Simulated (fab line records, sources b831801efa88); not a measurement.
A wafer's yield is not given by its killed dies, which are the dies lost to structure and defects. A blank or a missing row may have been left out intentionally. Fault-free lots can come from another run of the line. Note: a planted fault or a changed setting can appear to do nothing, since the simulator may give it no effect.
fab line records ; flow sky130 ; part 1 of 2: steps 1 to 42 of 43
record lots=7; wafers=21; last_day=50
route steps=708 shown SONOS_ONO@176 GATE_OXIDE@187 POLY_GATE@204 RES_PROTECT@206 PAD_OPEN@708
lots with no fault: from the same line, run without faults
start_h: hours from the record's opening day to when the first of the lot's shown wafers began ; wait_h: hours from the lot's prior step to this one ; " the same as in the row above ; L1.1+2: several wafers, shown together as one row ; - no value present, or no start provided ; * or withheld: withheld ; < > ~ a bound
route shown NAME@n: a module of which the file shows steps, and the number in the route of the first ; usual: mean/standard deviation taken from wafers without a fault ; same: alike in all rows ; chamber/n: place in a boat ; sites: the reading at each site ; _std_site: how widely they spread, as a standard deviation ; _edge_site: outer sites' mean less inner sites' ; radius_mm: how far each site lies from the wafer's centre ; mask NAME#n: copy n ; behind: the last tool/chamber to shape the wafer ; hold: the reason the lot was held/the length of the hold in hours/how it ended ; device: which transistor (n, p or np) failed to switch ; end of line: tests run on the same wafers once the route is complete ; where a step has no rows: the recipe by itself ; killed: count of dies lost to structure and defects at first sort (not the wafer's yield) ; map: a wafer's dies, x killed, . not, _ none there
set.NAME: setting as actually run; set.NAME@STEP: the setting as run at that earlier step ; model.NAME: the simulator's own value behind a step, which no gauge read
lots at selected steps of the route; one table per step, one row per wafer
services: from which hour (start_h, from the record's first day; less than 0 if before it) a tool's chamber was out of use, for how many hours, and why
## steps
# step SKY_SONOS_ONO_COAT_08
# recipe resist=NOVOLAK; spin_rpm=3065; resist_thk_nm=1140
# step SKY_SONOS_ONO_SOFTBAKE_09
# recipe temp_c=90; time_s=60; resist=NOVOLAK
# step SKY_SONOS_ONO_EXPOSE_10
# recipe mask_id=ONOM; target_cd_nm=410; na=0.6; source_shape=conventional; sigma_outer=0.6; dose_mj=150
# step SKY_SONOS_ONO_PEB_11
# recipe temp_c=withheld; time_s=*; resist=NOVOLAK
# step SKY_SONOS_ONO_DEVELOP_12
# recipe develop_time_s=60; dev_temp_c=23
# step SKY_SONOS_ONO_CD_MEAS_13
# recipe target_cd_nm=410
# usual cd_nm=408.3/2.3
lot.wafer;tool;chamber;start_h;wait_h;cd_nm
L205.2;cd_sem-01;-;312.78;0.1;406.3
L205.3;cd_sem-01;-;312.78;0.1;409.0
L205.5;cd_sem-01;-;312.78;0.1;410.1
L206.1;cd_sem-02;-;313.06;0.1;413.7
L206.2;cd_sem-02;-;313.06;0.1;412.6
L206.3;cd_sem-02;-;313.06;0.1;413.6
L216.2;cd_sem-02;-;387.27;0.1;406.2
L216.5;cd_sem-02;-;387.27;0.1;408.8
L216.6;cd_sem-02;-;387.27;0.1;407.6
L215.1;cd_sem-02;-;388.26;0.1;406.6
L215.5;cd_sem-02;-;388.26;0.1;405.9
L215.6;cd_sem-02;-;388.26;0.1;405.2
L218.3;cd_sem-01;-;407.31;0.1;404.4
L218.5;cd_sem-01;-;407.31;0.1;408.1
L218.6;cd_sem-01;-;407.31;0.1;406.0
L219.2;cd_sem-01;-;415.22;0.1;405.9
L219.3;cd_sem-01;-;415.22;0.1;406.0
L219.5;cd_sem-01;-;415.22;0.1;404.1
L223.2;cd_sem-01;-;441.99;0.1;410.4
L223.3;cd_sem-01;-;441.99;0.1;411.7
L223.6;cd_sem-01;-;441.99;0.1;410.6
# step SKY_SONOS_ONO_OVL_MEAS_14
# usual SONOS_ONO_OVL=-0.1/1.2
lot.wafer;tool;chamber;start_h;wait_h;SONOS_ONO_OVL[nm]
L205.2;overlay-01;-;312.88;0.1;-1.2
L205.3;overlay-01;-;312.88;0.1;0.7
L205.5;overlay-01;-;312.88;0.1;-0.4
L206.1;overlay-02;-;313.18;0.1;-1.8
L206.2;overlay-02;-;313.18;0.1;0.2
L206.3;overlay-02;-;313.18;0.1;-2.3
L216.2;overlay-01;-;387.38;0.1;-1.9
L216.5;overlay-01;-;387.38;0.1;-0.6
L216.6;overlay-01;-;387.38;0.1;-0.3
L215.1;overlay-02;-;388.38;0.1;-1.8
L215.5;overlay-02;-;388.38;0.1;1.8
L215.6;overlay-02;-;388.38;0.1;-0.1
L218.3;overlay-01;-;407.40;0.1;-0.9
L218.5;overlay-01;-;407.40;0.1;-2.2
L218.6;overlay-01;-;407.40;0.1;-3.4
L219.2;overlay-01;-;415.33;0.1;-1.1
L219.3;overlay-01;-;415.33;0.1;0.0
L219.5;overlay-01;-;415.33;0.1;1.8
L223.2;overlay-01;-;442.10;0.1;0.4
L223.3;overlay-01;-;442.10;0.1;-0.1
L223.6;overlay-01;-;442.10;0.1;0.4
# step SKY_SONOS_ONO_ETCH_15
# recipe target_depth_nm=19.52; chemistry=CHF3/O2; source_w=600; bias_w=200; pressure_mtorr=40; chf3_flow_sccm=50; O2_flow_sccm=5; time_s=7.8
# usual chf3_flow_sccm=50.00/0.14; drypump_motor_current_A=5.7/0.4; oes_product_au=1.000/0.013; throttle_valve_pct=8.823/0.0092
# same time_s=7.8
lot.wafer;tool;chamber;start_h;wait_h;chf3_flow_sccm;drypump_motor_current_A;oes_product_au;rf_hours_counter_h;throttle_valve_pct
L205.2;rie_diel-04;2;312.91;0.0;49.75;5.1;1.002;61;8.835
L205.3;rie_diel-04;1;312.91;0.0;49.79;5.8;1.003;42;8.840
L205.5;rie_diel-04;2;312.91;0.0;50.01;5.1;0.998;-;8.837
L206.1;rie_diel-03;2;313.21;0.0;50.07;5.2;1.016;1;8.840
L206.2;rie_diel-03;3;313.21;0.0;49.92;6.2;0.983;19;8.812
L206.3;rie_diel-03;1;313.21;0.0;49.95;5.4;1.007;6;8.833
L216.2;rie_diel-03;2;387.41;0.0;50.14;5.2;1.008;3;8.824
L216.5;rie_diel-03;3;387.41;0.0;50.03;6.2;0.987;-;8.832
L216.6;rie_diel-03;0;387.41;0.0;49.91;6.1;1.029;-;8.837
L215.1;rie_diel-04;1;388.41;0.0;49.87;5.8;0.986;43;8.809
L215.5;rie_diel-04;2;388.41;0.0;50.20;5.1;0.995;-;8.825
L215.6;rie_diel-04;3;388.41;0.0;49.94;6.1;0.990;-;8.814
L218.3;rie_diel-03;0;407.43;0.0;49.96;6.0;1.019;39;8.820
L218.5;rie_diel-03;3;407.43;0.0;50.01;6.2;0.994;-;8.813
L218.6;rie_diel-03;0;407.43;0.0;50.04;6.1;1.009;-;8.833
L219.2;rie_diel-02;1;415.36;0.0;50.02;5.0;0.979;101;8.817
L219.3;rie_diel-02;0;415.36;0.0;49.91;5.7;1.002;51;8.827
L219.5;rie_diel-02;0;415.36;0.0;49.91;5.6;0.998;-;8.817
L223.2;rie_diel-04;0;442.13;0.0;49.83;6.0;1.001;15;8.812
L223.3;rie_diel-04;1;442.13;0.0;50.09;5.8;0.986;45;8.825
L223.6;rie_diel-04;2;442.13;0.0;49.89;5.1;1.002;-;8.825
# step SKY_SONOS_ONO_WET_ETCH_16
# recipe chemistry=dHF; target_depth_nm=14; dry=n2_spin; target=SiO2; dilution=100:1; temp_c=25; time_s=280
# step SKY_SONOS_ONO_STRIP_17
# recipe chemistry=O2/N2; power_w=1400; pressure_mtorr=1500; platen_temp_c=withheld; o2_flow_sccm=3000; n2_flow_sccm=300; overash_fraction=0.5
# usual drypump_motor_current_A=6.0/0.46; oes_product_au=0.709/0.0048; strip_time_to_endpoint_s=13.96/0.036
lot.wafer;tool;chamber;start_h;wait_h;drypump_motor_current_A;oes_product_au;rf_hours_counter_h;strip_time_to_endpoint_s
L205.2;plasma_asher-03;0;313.02;0.0;5.7;0.711;62;13.89
L205.3;plasma_asher-03;1;313.02;0.0;6.4;0.701;-;13.91
L205.5;plasma_asher-03;0;313.02;0.0;5.7;0.709;-;13.85
L206.1;plasma_asher-01;0;313.32;0.0;6.7;0.707;62;13.93
L206.2;plasma_asher-01;1;313.32;0.0;6.4;0.714;62;13.92
L206.3;plasma_asher-01;1;313.32;0.0;6.4;0.702;-;13.93
L216.2;plasma_asher-01;0;387.51;0.0;6.7;0.711;70;13.95
L216.5;plasma_asher-01;1;387.51;0.0;6.4;0.712;-;13.96
L216.6;plasma_asher-01;0;387.51;0.0;6.7;0.716;-;13.95
L215.1;plasma_asher-02;1;388.52;0.0;5.4;0.707;22;13.91
L215.5;plasma_asher-02;0;388.52;0.0;5.9;0.709;-;13.93
L215.6;plasma_asher-02;1;388.52;0.0;5.4;0.718;-;13.89
L218.3;plasma_asher-02;1;407.57;0.0;5.4;0.712;-;13.95
L218.5;plasma_asher-02;1;407.57;0.0;5.4;0.710;-;13.91
L218.6;plasma_asher-02;0;407.57;0.0;6.0;0.712;-;13.96
L219.2;plasma_asher-01;1;415.46;0.0;6.4;0.707;73;14.00
L219.3;plasma_asher-01;1;415.46;0.0;6.4;0.707;-;14.02
L219.5;plasma_asher-01;1;415.46;0.0;6.3;0.712;-;13.99
L223.2;plasma_asher-02;0;442.26;0.0;6.0;0.713;27;13.95
L223.3;plasma_asher-02;1;442.26;0.0;5.4;0.712;-;13.96
L223.6;plasma_asher-02;0;442.26;0.0;6.0;0.708;-;13.99
# step SKY_SONOS_ONO_WET_ETCH_18
# recipe chemistry=H3PO4; target_depth_nm=15; target=Si3N4; temp_c=160; time_s=172
# step SKY_GATE_OXIDE_CLEAN_00
# recipe chemistry=SC1/SC2; mix=1:4:20; temp_c=70; time_s=150; dry=n2_spin
# step SKY_GATE_OXIDE_OXIDATION_01
# recipe temp_c=900; ambient=O2; stabilise_s=600; purge_s=300; target_thk_a=102.68; ox_time_s=1473
# usual zone_power_lower_pct=17.7/0.89
lot.wafer;tool;chamber;start_h;wait_h;zone_power_lower_pct
L205.2;furnace-01;0;313.24;0.0;16.7
L205.3;furnace-01;0;313.24;0.0;17.2
L205.5;furnace-01;0;313.24;0.0;16.9
L206.1;furnace-02;0;314.39;0.9;18.6
L206.2;furnace-02;0;314.39;0.9;18.4
L206.3;furnace-02;0;314.39;0.9;18.6
L216.2;furnace-01;0;387.72;0.0;17.0
L216.5;furnace-01;0;387.72;0.0;16.6
L216.6;furnace-01;0;387.72;0.0;16.4
L215.1;furnace-01;0;389.13;0.4;17.1
L215.5;furnace-01;0;389.13;0.4;16.9
L215.6;furnace-01;0;389.13;0.4;17.1
L218.3;furnace-01;0;407.74;0.0;16.8
L218.5;furnace-01;0;407.74;0.0;17.0
L218.6;furnace-01;0;407.74;0.0;16.8
L219.2;furnace-02;0;417.34;1.7;18.7
L219.3;furnace-02;0;417.34;1.7;18.5
L219.5;furnace-02;0;417.34;1.7;18.7
L223.2;furnace-02;0;443.07;0.6;18.6
L223.3;furnace-02;0;443.07;0.6;18.7
L223.6;furnace-02;0;443.07;0.6;18.6
# step SKY_GATE_OXIDE_THK_MEAS_02
# recipe reads=SiO2_of_GATE_OXIDE_OXIDATION_01
# usual GATE_OXIDE_OXIDATION_00_THK=10.32/0.18
lot.wafer;tool;chamber;start_h;wait_h;GATE_OXIDE_OXIDATION_00_THK[nm]
L205.2;film_metro-02;-;314.66;0.0;10.51
L205.3;film_metro-02;-;314.66;0.0;10.49
L205.5;film_metro-02;-;314.66;0.0;10.52
L206.1;film_metro-02;-;315.80;0.0;10.43
L206.2;film_metro-02;-;315.80;0.0;10.35
L206.3;film_metro-02;-;315.80;0.0;10.24
L216.2;film_metro-01;-;389.14;0.0;10.42
L216.5;film_metro-01;-;389.14;0.0;10.62
L216.6;film_metro-01;-;389.14;0.0;10.42
L215.1;film_metro-03;-;390.54;0.0;10.31
L215.5;film_metro-03;-;390.54;0.0;10.33
L215.6;film_metro-03;-;390.54;0.0;10.24
L218.3;film_metro-01;-;409.17;0.0;10.34
L218.5;film_metro-01;-;409.17;0.0;10.53
L218.6;film_metro-01;-;409.17;0.0;10.34
L219.2;film_metro-01;-;418.76;0.0;10.09
L219.3;film_metro-01;-;418.76;0.0;10.24
L219.5;film_metro-01;-;418.76;0.0;9.97
L223.2;film_metro-03;-;444.49;0.0;10.37
L223.3;film_metro-03;-;444.49;0.0;10.49
L223.6;film_metro-03;-;444.49;0.0;10.42
# step SKY_GATE_OXIDE_DEHYDRATE_03
# recipe temp_c=200; time_s=60
# step SKY_GATE_OXIDE_HMDS_04
# recipe prime_time_s=60; prime_temp_c=120
# step SKY_GATE_OXIDE_COAT_05
# recipe resist=NOVOLAK; spin_rpm=3000; resist_thk_nm=1140
# step SKY_GATE_OXIDE_SOFTBAKE_06
# recipe temp_c=90; time_s=60; resist=NOVOLAK
# step SKY_GATE_OXIDE_EXPOSE_07
# recipe mask_id=LVOM; na=0.6; source_shape=conventional; sigma_outer=0.6; polarization=unpolarized; target_cd_nm=600; dose_mj=170
# step SKY_GATE_OXIDE_PEB_08
# recipe temp_c=withheld; time_s=*; resist=NOVOLAK
# step SKY_GATE_OXIDE_DEVELOP_09
# recipe resist=NOVOLAK; developer=TMAH; develop_time_s=60; dev_temp_c=22.6
# step SKY_GATE_OXIDE_OVL_MEAS_10
# usual GATE_OXIDE_OVL=0.6/1.5
lot.wafer;tool;chamber;start_h;wait_h;GATE_OXIDE_OVL[nm]
L205.2;overlay-02;-;340.61;0.1;0.0
L205.3;overlay-02;-;340.61;0.1;0.1
L205.5;overlay-02;-;340.61;0.1;-1.6
L206.1;overlay-01;-;341.79;0.1;1.5
L206.2;overlay-01;-;341.79;0.1;1.2
L206.3;overlay-01;-;341.79;0.1;2.3
L216.2;overlay-01;-;418.21;0.1;-0.6
L216.5;overlay-01;-;418.21;0.1;-0.4
L216.6;overlay-01;-;418.21;0.1;-2.0
L215.1;overlay-01;-;419.89;0.1;0.0
L215.5;overlay-01;-;419.89;0.1;-0.4
L215.6;overlay-01;-;419.89;0.1;-0.6
L218.3;overlay-02;-;438.90;0.1;1.0
L218.5;overlay-02;-;438.90;0.1;0.3
L218.6;overlay-02;-;438.90;0.1;0.9
L219.2;overlay-01;-;448.59;0.1;1.7
L219.3;overlay-01;-;448.59;0.1;0.2
L219.5;overlay-01;-;448.59;0.1;1.6
L223.2;overlay-01;-;474.81;0.1;-1.6
L223.3;overlay-01;-;474.81;0.1;-0.4
L223.6;overlay-01;-;474.81;0.1;-0.5
# step SKY_GATE_OXIDE_IMPLANT_11
# recipe species=B; energy_kev=10; dose_cm2=2.6e+12; tilt_deg=withheld
# step SKY_GATE_OXIDE_WET_ETCH_12
# recipe chemistry=dHF; target_depth_nm=16.8; dry=n2_spin; target=SiO2; dilution=100:1; temp_c=25; time_s=336
# step SKY_GATE_OXIDE_STRIP_13
# recipe chemistry=O2/N2; power_w=1400; pressure_mtorr=1500; platen_temp_c=withheld; o2_flow_sccm=3000; n2_flow_sccm=300; overash_fraction=0.5
# usual drypump_motor_current_A=6.0/0.35; oes_product_au=0.716/0.0043; strip_time_to_endpoint_s=14.20/0.039
lot.wafer;tool;chamber;start_h;wait_h;drypump_motor_current_A;oes_product_au;rf_hours_counter_h;strip_time_to_endpoint_s
L205.2;plasma_asher-03;0;340.90;0.0;5.7;0.717;64;14.24
L205.3;plasma_asher-03;0;340.90;0.0;5.6;0.713;-;14.18
L205.5;plasma_asher-03;0;340.90;0.0;5.7;0.719;-;14.25
L206.1;plasma_asher-02;0;342.07;0.0;6.0;0.718;16;14.28
L206.2;plasma_asher-02;1;342.07;0.0;5.4;0.708;16;14.23
L206.3;plasma_asher-02;1;342.07;0.0;5.4;0.712;-;14.26
L216.2;plasma_asher-04;1;418.50;0.0;5.8;0.721;60;14.20
L216.5;plasma_asher-04;1;418.50;0.0;5.8;0.715;-;14.20
L216.6;plasma_asher-04;0;418.50;0.0;6.4;0.714;-;14.21
L215.1;plasma_asher-04;0;420.17;0.0;6.4;0.719;60;14.17
L215.5;plasma_asher-04;1;420.17;0.0;5.8;0.713;-;14.17
L215.6;plasma_asher-04;0;420.17;0.0;6.4;0.711;-;14.15
L218.3;plasma_asher-04;1;439.21;0.0;5.8;0.712;-;14.17
L218.5;plasma_asher-04;1;439.21;0.0;5.8;0.710;-;14.17
L218.6;plasma_asher-04;0;439.21;0.0;6.4;0.712;-;14.17
L219.2;plasma_asher-04;0;448.87;0.0;6.4;0.718;63;14.17
L219.3;plasma_asher-04;0;448.87;0.0;6.4;0.718;-;14.20
L219.5;plasma_asher-04;0;448.87;0.0;6.4;0.708;-;14.15
L223.2;plasma_asher-03;1;475.10;0.0;6.4;0.716;78;14.16
L223.3;plasma_asher-03;0;475.10;0.0;5.7;0.726;-;14.21
L223.6;plasma_asher-03;0;475.10;0.0;5.7;0.723;-;14.15
# step SKY_GATE_OXIDE_TW_MEAS_14
# usual GATE_OXIDE_TW=225.1/1.4
lot.wafer;tool;chamber;start_h;wait_h;GATE_OXIDE_TW
L205.2;film_metro-02;-;341.01;0.1;225.7
L205.3;film_metro-02;-;341.01;0.1;227.5
L205.5;film_metro-02;-;341.01;0.1;226.6
L206.1;film_metro-03;-;342.17;0.1;224.6
L206.2;film_metro-03;-;342.17;0.1;224.6
L206.3;film_metro-03;-;342.17;0.1;225.2
L216.2;film_metro-02;-;418.61;0.1;226.8
L216.5;film_metro-02;-;418.61;0.1;227.6
L216.6;film_metro-02;-;418.61;0.1;227.8
L215.1;film_metro-02;-;420.27;0.1;226.2
L215.5;film_metro-02;-;420.27;0.1;226.7
L215.6;film_metro-02;-;420.27;0.1;226.8
L218.3;film_metro-02;-;439.29;0.1;227.4
L218.5;film_metro-02;-;439.29;0.1;228.0
L218.6;film_metro-02;-;439.29;0.1;227.9
L219.2;film_metro-01;-;448.98;0.1;222.2
L219.3;film_metro-01;-;448.98;0.1;222.2
L219.5;film_metro-01;-;448.98;0.1;223.1
L223.2;film_metro-01;-;475.21;0.1;223.8
L223.3;film_metro-01;-;475.21;0.1;223.7
L223.6;film_metro-01;-;475.21;0.1;223.9
# step SKY_GATE_OXIDE_CLEAN_15
# recipe chemistry=SC1/SC2; mix=1:4:20; temp_c=70; time_s=150; dry=n2_spin
# step SKY_GATE_OXIDE_OXIDATION_16
# recipe temp_c=800; ambient=O2; idle_temp_c=700; ramp_up_c_per_min=10; ramp_down_c_per_min=3; stabilise_s=600; purge_s=300; target_thk_a=35.7; ox_time_s=1915
# step SKY_POLY_GATE_CVD_00
# recipe material=poly-Si; target_thk_nm=180; temp_c=620; time_s=720; pressure_mtorr=200
# step SKY_POLY_GATE_THK_MEAS_01
# recipe reads=poly-Si_of_POLY_GATE_CVD_00
# usual POLY_GATE_CVD_00_THK=179.3/1.7
lot.wafer;tool;chamber;start_h;wait_h;POLY_GATE_CVD_00_THK[nm]
L205.2;film_metro-04;-;344.37;0.0;176.9
L205.3;film_metro-04;-;344.37;0.0;177.7
L205.5;film_metro-04;-;344.37;0.0;175.6
L206.1;film_metro-04;-;345.90;0.0;178.5
L206.2;film_metro-04;-;345.90;0.0;178.6
L206.3;film_metro-04;-;345.90;0.0;178.3
L216.2;film_metro-04;-;421.64;0.0;178.9
L216.5;film_metro-04;-;421.64;0.0;178.7
L216.6;film_metro-04;-;421.64;0.0;180.8
L215.1;film_metro-04;-;424.66;0.0;181.8
L215.5;film_metro-04;-;424.66;0.0;181.1
L215.6;film_metro-04;-;424.66;0.0;180.9
L218.3;film_metro-01;-;442.14;0.0;178.6
L218.5;film_metro-01;-;442.14;0.0;177.9
L218.6;film_metro-01;-;442.14;0.0;178.2
L219.2;film_metro-04;-;451.82;0.0;180.9
L219.3;film_metro-04;-;451.82;0.0;181.9
L219.5;film_metro-04;-;451.82;0.0;182.7
L223.2;film_metro-01;-;478.05;0.0;180.2
L223.3;film_metro-01;-;478.05;0.0;180.1
L223.6;film_metro-01;-;478.05;0.0;179.4
# step SKY_RES_PROTECT_DEHYDRATE_00
# recipe temp_c=200; time_s=60
# step SKY_RES_PROTECT_HMDS_01
# recipe prime_time_s=60; prime_temp_c=120
# step SKY_RES_PROTECT_COAT_02
# recipe resist=NOVOLAK; spin_rpm=3000; resist_thk_nm=1140
# step SKY_RES_PROTECT_SOFTBAKE_03
# recipe temp_c=90; time_s=60; resist=NOVOLAK
# step SKY_RES_PROTECT_EXPOSE_04
# recipe mask_id=RPM; na=0.6; source_shape=conventional; sigma_outer=0.6; polarization=unpolarized; target_cd_nm=1270; dose_mj=131
# step SKY_RES_PROTECT_PEB_05
# recipe temp_c=withheld; time_s=*; resist=NOVOLAK
# step SKY_RES_PROTECT_DEVELOP_06
# recipe resist=NOVOLAK; developer=TMAH; develop_time_s=60; dev_temp_c=23
# step SKY_POLY_GATE_IMPLANT_02
# recipe species=P; energy_kev=30; dose_cm2=7.7e+15; tilt_deg=0
# step SKY_RES_PROTECT_STRIP_07
# recipe chemistry=O2/N2; power_w=1400; pressure_mtorr=1500; platen_temp_c=withheld; o2_flow_sccm=3000; n2_flow_sccm=300; overash_fraction=0.5
# usual drypump_motor_current_A=6.0/0.42; oes_product_au=0.518/0.0049; strip_time_to_endpoint_s=23.31/0.04
lot.wafer;tool;chamber;start_h;wait_h;drypump_motor_current_A;oes_product_au;rf_hours_counter_h;strip_time_to_endpoint_s
L205.2;plasma_asher-02;1;371.19;0.1;5.4;0.511;20;23.29
L205.3;plasma_asher-02;1;371.19;0.1;5.4;0.505;-;23.31
L205.5;plasma_asher-02;1;371.19;0.1;5.4;0.513;-;23.34
L206.1;plasma_asher-01;1;372.94;0.1;6.4;0.522;69;23.30
L206.2;plasma_asher-01;0;372.94;0.1;6.7;0.527;69;23.33
L206.3;plasma_asher-01;0;372.94;0.1;6.7;0.523;-;23.35
L216.2;plasma_asher-02;0;452.26;0.1;6.0;0.522;28;23.28
L216.5;plasma_asher-02;1;452.26;0.1;5.4;0.520;-;23.33
L216.6;plasma_asher-02;0;452.26;0.1;6.0;0.520;-;23.34
L215.1;plasma_asher-01;0;455.83;0.1;6.7;0.522;3;23.33
L215.5;plasma_asher-01;1;455.83;0.1;6.4;0.515;-;23.35
L215.6;plasma_asher-01;0;455.83;0.1;6.7;0.522;-;23.36
L218.3;plasma_asher-02;1;474.69;0.1;5.4;0.522;-;23.32
L218.5;plasma_asher-02;1;474.69;0.1;5.4;0.515;-;23.30
L218.6;plasma_asher-02;0;474.69;0.1;5.9;0.520;-;23.34
L219.2;plasma_asher-02;0;482.77;0.1;6.0;0.516;31;23.30
L219.3;plasma_asher-02;0;482.77;0.1;6.0;0.519;-;23.34
L219.5;plasma_asher-02;0;482.77;0.1;6.0;0.515;-;23.33
L223.2;plasma_asher-02;0;508.98;0.1;6.0;0.523;34;23.39
L223.3;plasma_asher-02;1;508.98;0.1;5.4;0.525;-;23.37
L223.6;plasma_asher-02;0;508.98;0.1;6.0;0.515;-;23.34
# step SKY_RES_PROTECT_TW_MEAS_08
# usual POLY_GATE_TW=4063/26
lot.wafer;tool;chamber;start_h;wait_h;POLY_GATE_TW
L205.2;film_metro-02;-;371.30;0.1;4087
L205.3;film_metro-02;-;371.30;0.1;4080
L205.5;film_metro-02;-;371.30;0.1;4110
L206.1;film_metro-03;-;373.04;0.1;4035
L206.2;film_metro-03;-;373.04;0.1;4033
L206.3;film_metro-03;-;373.04;0.1;4028
L216.2;film_metro-02;-;452.37;0.1;4087
L216.5;film_metro-02;-;452.37;0.1;4082
L216.6;film_metro-02;-;452.37;0.1;4071
L215.1;film_metro-03;-;455.93;0.1;4027
L215.5;film_metro-03;-;455.93;0.1;4027
L215.6;film_metro-03;-;455.93;0.1;4040
L218.3;film_metro-04;-;474.78;0.1;4088
L218.5;film_metro-04;-;474.78;0.1;4082
L218.6;film_metro-04;-;474.78;0.1;4062
L219.2;film_metro-03;-;482.88;0.1;4030
L219.3;film_metro-03;-;482.88;0.1;4029
L219.5;film_metro-03;-;482.88;0.1;4029
L223.2;film_metro-03;-;509.09;0.1;4032
L223.3;film_metro-03;-;509.09;0.1;4050
L223.6;film_metro-03;-;509.09;0.1;4052
# step SKY_RES_PROTECT_CLEAN_09
# recipe chemistry=SC1/SC2; mix=1:4:20; temp_c=70; time_s=150; dry=n2_spin
# step SKY_POLY_GATE_CVD_03
# recipe material=Si3N4; precursor=DCS/NH3; target_thk_nm=75; temp_c=770; time_s=1290; pressure_mtorr=250
